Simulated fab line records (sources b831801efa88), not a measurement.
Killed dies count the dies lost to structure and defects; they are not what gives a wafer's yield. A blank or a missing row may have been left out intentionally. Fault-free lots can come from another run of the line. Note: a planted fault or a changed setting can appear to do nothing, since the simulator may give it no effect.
Which tool did it? :: flow sky130 :: 14 lots with 42 wafers sampled at 2 steps, on a route of 708 steps

WHAT THE GAUGES READ, wafer by wafer
SKY_METAL1_OVL_MEAS_16. Usual: METAL1_OVL 3 nm, standard deviation 5.9.
lot: L290
measured: day 33 06:26
on: overlay-01
METAL1_OVL (nm): 0 9 11
flag: 

lot: L291
measured: day 33 20:41
on: overlay-02
METAL1_OVL (nm): 4 6 2
flag: 

lot: L293
measured: day 34 09:00
on: overlay-01
METAL1_OVL (nm): -1 -2 -5
flag: 

lot: L295
measured: day 34 22:38
on: overlay-01
METAL1_OVL (nm): 10 6 3
flag: 

lot: L300
measured: day 37 05:22
on: overlay-02
METAL1_OVL (nm): 0 4 -5
flag: 

lot: L301
measured: day 37 07:20
on: overlay-02
METAL1_OVL (nm): -3 -2 -3
flag: 

lot: L303
measured: day 37 18:40
on: overlay-01
METAL1_OVL (nm): -1 -1 0
flag: 

lot: L306
measured: day 38 05:06
on: overlay-01
METAL1_OVL (nm): 2 9 6
flag: 

lot: L307
measured: day 38 05:14
on: overlay-02
METAL1_OVL (nm): -1 2 7
flag: 

lot: L308
measured: day 38 22:14
on: overlay-02
METAL1_OVL (nm): 5 5 9
flag: 

lot: L309
measured: day 39 01:09
on: overlay-02
METAL1_OVL (nm): -1 -2 -5
flag: 

lot: L310
measured: day 39 08:07
on: overlay-01
METAL1_OVL (nm): -4 -2 -3
flag: 

lot: L312
measured: day 39 11:05
on: overlay-01
METAL1_OVL (nm): 4 5 4
flag: 

lot: L311
measured: day 39 12:50
on: overlay-02
METAL1_OVL (nm): 5 8 8
flag: 

TOOL THAT RAN EACH LOT (tool first, then ch and the chambers of the sampled wafers, then the start)
lot: L290
SKY_METAL1_SPUTTER_03: pvdSputter-03, day 32 02:16

lot: L291
SKY_METAL1_SPUTTER_03: pvdSputter-01, day 32 18:19

lot: L293
SKY_METAL1_SPUTTER_03: pvdSputter-03, day 33 05:52

lot: L295
SKY_METAL1_SPUTTER_03: pvdSputter-01, day 33 20:07

lot: L300
SKY_METAL1_SPUTTER_03: pvdSputter-01, day 36 02:56

lot: L301
SKY_METAL1_SPUTTER_03: pvdSputter-04, day 36 04:28

lot: L303
SKY_METAL1_SPUTTER_03: pvdSputter-03, day 36 16:09

lot: L306
SKY_METAL1_SPUTTER_03: pvdSputter-01, day 37 02:23

lot: L307
SKY_METAL1_SPUTTER_03: pvdSputter-03, day 37 02:31

lot: L308
SKY_METAL1_SPUTTER_03: pvdSputter-04, day 37 20:26

lot: L309
SKY_METAL1_SPUTTER_03: pvdSputter-01, day 37 23:31

lot: L310
SKY_METAL1_SPUTTER_03: pvdSputter-01, day 38 07:03

lot: L312
SKY_METAL1_SPUTTER_03: pvdSputter-01, day 38 10:28

lot: L311
SKY_METAL1_SPUTTER_03: pvdSputter-03, day 38 12:05
- SKY_METAL1_SPUTTER_03: material Ti, target thk 5 nm, time 3.3 s.

AS READ BY THE TOOLS THEMSELVES (means over the sampled wafers that have a number; for cases with no such wafer, the mark the record gives instead)
SKY_METAL1_SPUTTER_03. Usual: cathodeDcPowerW 3000.0 W, standard deviation 0.61; throttleValvePct 30.2 %, standard deviation 0.75.
lot: L290
tool: pvdSputter-03
cathodeDcPowerW (W): 3000.0
throttleValvePct (%): 30.3
flag: 

lot: L291
tool: pvdSputter-01
cathodeDcPowerW (W): 3000.7
throttleValvePct (%): 30.2
flag: 

lot: L293
tool: pvdSputter-03
cathodeDcPowerW (W): 2999.7
throttleValvePct (%): 30.7
flag: 

lot: L295
tool: pvdSputter-01
cathodeDcPowerW (W): 3000.1
throttleValvePct (%): 30.4
flag: 

lot: L300
tool: pvdSputter-01
cathodeDcPowerW (W): 2999.7
throttleValvePct (%): 30.1
flag: 

lot: L301
tool: pvdSputter-04
cathodeDcPowerW (W): 2999.9
throttleValvePct (%): 28.7
flag: 

lot: L303
tool: pvdSputter-03
cathodeDcPowerW (W): 3000.1
throttleValvePct (%): 30.3
flag: 

lot: L306
tool: pvdSputter-01
cathodeDcPowerW (W): 3000.4
throttleValvePct (%): 30.4
flag: 

lot: L307
tool: pvdSputter-03
cathodeDcPowerW (W): 3000.0
throttleValvePct (%): 30.5
flag: 

lot: L308
tool: pvdSputter-04
cathodeDcPowerW (W): 3000.2
throttleValvePct (%): 28.8
flag: 

lot: L309
tool: pvdSputter-01
cathodeDcPowerW (W): 2999.9
throttleValvePct (%): 30.5
flag: 

lot: L310
tool: pvdSputter-01
cathodeDcPowerW (W): 3000.3
throttleValvePct (%): 30.1
flag: 

lot: L312
tool: pvdSputter-01
cathodeDcPowerW (W): 3000.4
throttleValvePct (%): 30.1
flag: 

lot: L311
tool: pvdSputter-03
cathodeDcPowerW (W): 2999.8
throttleValvePct (%): 31.0
flag: 

THE ANSWER, worked out from the rows above alone
Rule: lot off if the mean of its wafers having a number is beyond 3 standard deviations from the usual mean. A lot without any number at a reading at which 4 lots or more have one is off too. The other lots that the step has rows for count as sound. The gauges are gone through in route order, then the tools' own readings, and for those a lot's mean is taken as printed above. At the first step where some lot is off, the reading lying furthest off is the one used; lots without a number count as furthest.
Across all readings shown, no lot is off: no conclusion can be drawn from this.

WHAT THE SIMULATOR HAD INSERTED
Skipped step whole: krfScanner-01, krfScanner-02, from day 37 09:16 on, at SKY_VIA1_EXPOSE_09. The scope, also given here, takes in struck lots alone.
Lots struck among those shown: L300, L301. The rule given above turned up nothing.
